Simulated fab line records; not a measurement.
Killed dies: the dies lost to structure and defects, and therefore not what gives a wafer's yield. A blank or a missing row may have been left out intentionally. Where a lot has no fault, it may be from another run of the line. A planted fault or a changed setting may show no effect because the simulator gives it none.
Matching of chambers :: flow gf180mcu :: 4 sister chambers for GF_V4_CMP_26 on cmp-01
The step polishes, stops on SiO2, t overpolish 15 s, target thk 0 nm. 30 wafers are shown with their chamber, then 12 later ones without.

WAFERS PAIRED WITH THEIR CHAMBERS
wafer: L074.2
chamber: 1
time-to-endpoint-s (s): 84
motor-current-A (A): 11.0
slurry-flow-ml-min: 150.9

wafer: L074.3
chamber: 2
time-to-endpoint-s (s): 86
motor-current-A (A): 11.0
slurry-flow-ml-min: 149.9

wafer: L074.4
chamber: 0
time-to-endpoint-s (s): 75
motor-current-A (A): 11.8
slurry-flow-ml-min: 150.4

wafer: L078.2
chamber: 0
time-to-endpoint-s (s): 74
motor-current-A (A): 11.8
slurry-flow-ml-min: 149.7

wafer: L078.4
chamber: 2
time-to-endpoint-s (s): 84
motor-current-A (A): 11.0
slurry-flow-ml-min: 150.0

wafer: L078.6
chamber: 3
time-to-endpoint-s (s): 80
motor-current-A (A): 11.8
slurry-flow-ml-min: 149.2

wafer: L080.1
chamber: 1
time-to-endpoint-s (s): 81
motor-current-A (A): 11.8
slurry-flow-ml-min: 149.9

wafer: L080.2
chamber: 3
time-to-endpoint-s (s): 87
motor-current-A (A): 11.1
slurry-flow-ml-min: 150.2

wafer: L080.5
chamber: 2
time-to-endpoint-s (s): 85
motor-current-A (A): 11.2
slurry-flow-ml-min: 150.6

wafer: L081.1
chamber: 1
time-to-endpoint-s (s): 85
motor-current-A (A): 11.5
slurry-flow-ml-min: 150.1

wafer: L081.5
chamber: 3
time-to-endpoint-s (s): 85
motor-current-A (A): 11.5
slurry-flow-ml-min: 150.3

wafer: L081.6
chamber: 0
time-to-endpoint-s (s): 82
motor-current-A (A): 11.5
slurry-flow-ml-min: 150.0

wafer: L082.2
chamber: 3
time-to-endpoint-s (s): 83
motor-current-A (A): 11.4
slurry-flow-ml-min: 149.5

wafer: L082.5
chamber: 2
time-to-endpoint-s (s): 86
motor-current-A (A): 11.1
slurry-flow-ml-min: 150.3

wafer: L082.6
chamber: 1
time-to-endpoint-s (s): 84
motor-current-A (A): 11.0
slurry-flow-ml-min: 150.0

wafer: L083.2
chamber: 0
time-to-endpoint-s (s): 81
motor-current-A (A): 11.5
slurry-flow-ml-min: 149.9

wafer: L083.4
chamber: 1
time-to-endpoint-s (s): 83
motor-current-A (A): 11.1
slurry-flow-ml-min: 149.9

wafer: L083.5
chamber: 2
time-to-endpoint-s (s): 90
motor-current-A (A): 11.4
slurry-flow-ml-min: 150.2

wafer: L086.2
chamber: 3
time-to-endpoint-s (s): 88
motor-current-A (A): 12.0
slurry-flow-ml-min: 149.7

wafer: L086.4
chamber: 2
time-to-endpoint-s (s): 86
motor-current-A (A): 11.2
slurry-flow-ml-min: 150.3

wafer: L086.6
chamber: 3
time-to-endpoint-s (s): 86
motor-current-A (A): 11.4
slurry-flow-ml-min: 150.0

wafer: L087.1
chamber: 0
time-to-endpoint-s (s): 76
motor-current-A (A): 11.8
slurry-flow-ml-min: 150.0

wafer: L087.3
chamber: 3
time-to-endpoint-s (s): 80
motor-current-A (A): 11.5
slurry-flow-ml-min: 150.9

wafer: L087.4
chamber: 2
time-to-endpoint-s (s): 84
motor-current-A (A): 11.3
slurry-flow-ml-min: 149.8

wafer: L088.1
chamber: 3
time-to-endpoint-s (s): 80
motor-current-A (A): 11.2
slurry-flow-ml-min: 148.9

wafer: L088.3
chamber: 0
time-to-endpoint-s (s): 78
motor-current-A (A): 11.3
slurry-flow-ml-min: 150.2

wafer: L088.4
chamber: 1
time-to-endpoint-s (s): 81
motor-current-A (A): 11.2
slurry-flow-ml-min: 150.9

wafer: L089.1
chamber: 1
time-to-endpoint-s (s): 82
motor-current-A (A): 11.3
slurry-flow-ml-min: 149.4

wafer: L089.2
chamber: 3
time-to-endpoint-s (s): 85
motor-current-A (A): 11.1
slurry-flow-ml-min: 150.0

wafer: L089.5
chamber: 1
time-to-endpoint-s (s): 82
motor-current-A (A): 11.5
slurry-flow-ml-min: 150.4

SIGNATURES (means of the wafers above)
reading: time-to-endpoint-s
chamber 0: 77.67
chamber 1: 82.75
chamber 2: 85.86
chamber 3: 83.78
scatter within a chamber: 2.58

reading: motor-current-A
chamber 0: 11.617
chamber 1: 11.300
chamber 2: 11.171
chamber 3: 11.444
scatter within a chamber: 0.253

reading: slurry-flow-ml-min
chamber 0: 150.033
chamber 1: 150.188
chamber 2: 150.157
chamber 3: 149.856
scatter within a chamber: 0.463
Rule: a wafer's distance from a chamber is the root of the sum, over the readings, of the square of ((its reading less the chamber's mean) divided by the reading's scatter). The wafer belongs to the nearest chamber; if the next one is less than 2 further off, it can't be placed. The scatter: the root of (the sum of the squares of (reading less its chamber's mean) over the shown wafers, divided by (wafers less chambers)).

WAFERS MISSING THEIR CHAMBER
wafer: L090.4
time-to-endpoint-s (s): 85
motor-current-A (A): 11.2
slurry-flow-ml-min: 150.1

wafer: L090.5
time-to-endpoint-s (s): 81
motor-current-A (A): 11.3
slurry-flow-ml-min: 149.7

wafer: L090.6
time-to-endpoint-s (s): 84
motor-current-A (A): 11.5
slurry-flow-ml-min: 150.6

wafer: L092.3
time-to-endpoint-s (s): 85
motor-current-A (A): 10.8
slurry-flow-ml-min: 150.2

wafer: L092.4
time-to-endpoint-s (s): 80
motor-current-A (A): 12.3
slurry-flow-ml-min: 150.0

wafer: L092.6
time-to-endpoint-s (s): 80
motor-current-A (A): 12.0
slurry-flow-ml-min: 149.9

wafer: L096.2
time-to-endpoint-s (s): 87
motor-current-A (A): 11.4
slurry-flow-ml-min: 149.6

wafer: L096.4
time-to-endpoint-s (s): 84
motor-current-A (A): 11.4
slurry-flow-ml-min: 150.4

wafer: L096.5
time-to-endpoint-s (s): 81
motor-current-A (A): 12.3
slurry-flow-ml-min: 150.4

wafer: L097.3
time-to-endpoint-s (s): 78
motor-current-A (A): 11.7
slurry-flow-ml-min: 149.9

wafer: L097.5
time-to-endpoint-s (s): 83
motor-current-A (A): 12.1
slurry-flow-ml-min: 150.8

wafer: L097.6
time-to-endpoint-s (s): 84
motor-current-A (A): 11.0
slurry-flow-ml-min: 150.7

CHAMBER TAKEN BY EACH
wafer: L090.4
from the rows above: can't be placed: 2 or 1 or 3
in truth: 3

wafer: L090.5
from the rows above: can't be placed: 1 or 3 or 0 or 2
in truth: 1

wafer: L090.6
from the rows above: can't be placed: 1 or 3 or 2 or 0
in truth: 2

wafer: L092.3
from the rows above: can't be placed: 2 or 1 or 3
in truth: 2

wafer: L092.4
from the rows above: can't be placed: 0 or 3 or 1
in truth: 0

wafer: L092.6
from the rows above: can't be placed: 0 or 3 or 1
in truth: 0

wafer: L096.2
from the rows above: can't be placed: 3 or 2 or 1
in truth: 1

wafer: L096.4
from the rows above: can't be placed: 1 or 3 or 2 or 0
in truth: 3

wafer: L096.5
from the rows above: can't be placed: 0 or 3 or 1 or 2
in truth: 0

wafer: L097.3
from the rows above: 0
in truth: 0

wafer: L097.5
from the rows above: can't be placed: 0 or 3 or 1 or 2
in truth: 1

wafer: L097.6
from the rows above: can't be placed: 2 or 1 or 3
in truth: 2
Placed correctly: 1 of 12. Not placeable from these rows: 11 (in 11, the candidates include the true chamber). 0 placed wrongly.
